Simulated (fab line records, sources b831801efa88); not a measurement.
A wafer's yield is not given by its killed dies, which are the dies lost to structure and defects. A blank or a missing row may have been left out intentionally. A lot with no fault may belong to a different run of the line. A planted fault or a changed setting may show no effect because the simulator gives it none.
A struck lot beside a sound one ; flow sky130 ; 22 steps out of a route of 708
Sound: wafers L208.2, L208.3, L208.6. Wafers struck: L214.2, L214.4, L214.5. The cause is given at the end.
Order at every step that has rows: each side's tool, ch and its chambers, its first start. Under that, the readings that differ: sound wafers ; struck wafers ; difference of the means ; sigmas: that difference in standard deviations of wafers without a fault.
alike: a reading whose means differ by less than 2 such deviations, as well as words and numbers matching on both sides. not compared: withheld readings; readings where some wafer has no value; bounds like >300 that might hide an equal value; numbers whose values overlap and for which the record gives no deviation.
Wherever a step has rows on one side only, a row that says differs or no value, or a row with sigmas, the two part there. Numbers that have no deviation but don't overlap get no sigmas and don't part them. A reading that every wafer of one side lacks parts them only if that side has two wafers or more.

first, 2 steps without rows for these wafers: SKY_RES_PROTECT_DEVELOP_06 (develop time 60 s); SKY_POLY_GATE_IMPLANT_02.
SKY_RES_PROTECT_STRIP_07: strips in O2/N2.
  sound on plasma-asher-01 ch 0,1, day 19 18:38; struck on plasma-asher-04 ch 0,1, day 21 18:19
reading;sound;struck;difference;sigmas
strip-time-to-endpoint-s (s);23.22 23.25 23.23;23.35 23.30 23.38;+0.11;+2
  alike: drypump-motor-current-A, oes-product-au
  not compared: rf-hours-counter-h
SKY_RES_PROTECT_TW_MEAS_08:
  sound on film-metro-02 at day 19 18:44; struck on film-metro-03 at day 21 18:26
  alike: POLY_GATE_TW
then, 2 steps without rows for these wafers: SKY_RES_PROTECT_CLEAN_09 (cleans in SC1/SC2, time 150 s); SKY_POLY_GATE_CVD_03 (deposits Si3N4 from DCS/NH3, target thk 75 nm, time 1290 s).
SKY_POLY_GATE_THK_MEAS_04:
  sound on film-metro-02 at day 19 23:47; struck on film-metro-04 at day 21 19:54
  alike: POLY_GATE_CVD_03_THK
then, 5 steps without rows for these wafers: SKY_POLY_GATE_DEHYDRATE_05 (time 60 s); SKY_POLY_GATE_HMDS_06 (prime time 60 s); SKY_POLY_GATE_COAT_07 (resist thk 110 nm); SKY_POLY_GATE_COAT_08 (resist thk 450 nm); SKY_POLY_GATE_SOFTBAKE_09 (time 90 s).
SKY_POLY_GATE_EXPOSE_10: exposes mask P1M, target cd 150 nm.
  sound on krf-scanner-01 ch 0, day 20 14:58; struck on krf-scanner-02 ch 0, day 22 11:12
reading;sound;struck;difference;sigmas
exposure-dose-mJ-cm2;27.93 27.94 27.93;30.67 30.62 30.63;+2.71;+58
  alike: mask
then, 2 steps without rows for these wafers: SKY_POLY_GATE_PEB_11; SKY_POLY_GATE_DEVELOP_12 (develop time 60 s).
SKY_POLY_GATE_CD_MEAS_13 targets a cd of 150 nm.
  sound on cd-sem-02 at day 21 06:11; struck on cd-sem-01 at day 23 02:05
reading;sound;struck;difference;sigmas
cd-nm (nm);150.5 152.9 151.8;134.7 134.9 136.4;-16.4;-13
SKY_POLY_GATE_OVL_MEAS_14:
  sound on overlay-01 at day 21 06:18; struck on overlay-01 at day 23 02:11
  alike: POLY_GATE_OVL
SKY_POLY_GATE_ETCH_15: etches BARC in N2/H2, stops on SiO2, time 118.5 s, target depth 110 nm.
  sound on rie-diel-02 ch 1,3, day 21 06:20; struck on rie-diel-03 ch 1,2,3, day 23 02:13
reading;sound;struck;difference;sigmas
model.POLY_GATE.cd-nm (nm);150.1 155 152.7;134.2 135.7 133.8;-18.0;
  alike: drypump-motor-current-A, oes-product-au, throttle-valve-pct
  not compared: rf-hours-counter-h
SKY_POLY_GATE_ETCH_16: etches Si3N4 in CH3F/O2, stops on poly-Si, time 147.5 s, target depth 75 nm.
  sound on rie-diel-02 ch 1,3, day 21 06:25; struck on rie-diel-03 ch 1,2,3, day 23 02:18
  alike: drypump-motor-current-A, oes-product-au, throttle-valve-pct
  not compared: rf-hours-counter-h
SKY_POLY_GATE_ETCH_17: etches poly-Si in HBr/Cl2, stops on SiO2, target depth 180 nm, time 70.5 s.
  sound on rie-si-01 ch 0,2,3, day 21 06:31; struck on rie-si-01 ch 1,3, day 23 02:23
reading;sound;struck;difference;sigmas
model.POLY_GATE.cd-nm (nm);151.8 152.9 151;133.1 135.8 132.4;-18.1;
  alike: drypump-motor-current-A, oes-product-au, throttle-valve-pct
  not compared: rf-hours-counter-h
SKY_POLY_GATE_STRIP_18: strips in O2/N2.
  sound on plasma-asher-01 ch 0, day 21 06:34; struck on plasma-asher-01 ch 0,1, day 23 02:27
  alike: drypump-motor-current-A, oes-product-au, strip-time-to-endpoint-s
  not compared: rf-hours-counter-h
-- here the record skips 27 days between the struck wafers' starts before and after, leaving off in module POLY_GATE and picking up in module PAD_OPEN (first step shown: number 708 of the route) --
SKY_PAD_OPEN_PROBE_99:
  sound on prober-02 at day 49 12:32; struck on prober-02 at day 50 13:58
reading;sound;struck;difference;sigmas
model.etest.pfet_01v8.r-on-ohm-um;2830 2903 2874;2716 2743 2668;-160;
model.etest.pfet-g5v0d10v5.r-on-ohm-um;4763 4873 4766;4644 4729 4695;-111;
model.etest.res-poly.line-ohm-um;507.8 492.9 517.6;599.2 575.1 601.9;+86.0;
model.etest.sonos-uncharged.r-on-ohm-um;827.2 832.4 823.1;758.3 771 772.5;-60.3;
  alike: killed_at_M0_to_M3, killed_at_M4_up, killed-at-contacts, killed-at-front-end, killed-at-other, killed-dies, killed-open, killed-short
  not compared: model.etest.nfet_01v8.r-on-ohm-um, model.etest.nfet-g5v0d10v5.r-on-ohm-um, model.etest.nfet_01v8_lvt.drive-ua-um, model.etest.res-high-po.line-ohm-um

## WHERE THEY PART
Earliest at SKY_RES_PROTECT_STRIP_07; latest, in this record, at SKY_POLY_GATE_CD_MEAS_13. Later steps at which nothing parts them and some readings are alike: SKY_POLY_GATE_OVL_MEAS_14, SKY_POLY_GATE_ETCH_15, SKY_POLY_GATE_ETCH_16, SKY_POLY_GATE_ETCH_17, SKY_POLY_GATE_STRIP_18, SKY_PAD_OPEN_PROBE_99.

WHY: whatever the simulator had introduced
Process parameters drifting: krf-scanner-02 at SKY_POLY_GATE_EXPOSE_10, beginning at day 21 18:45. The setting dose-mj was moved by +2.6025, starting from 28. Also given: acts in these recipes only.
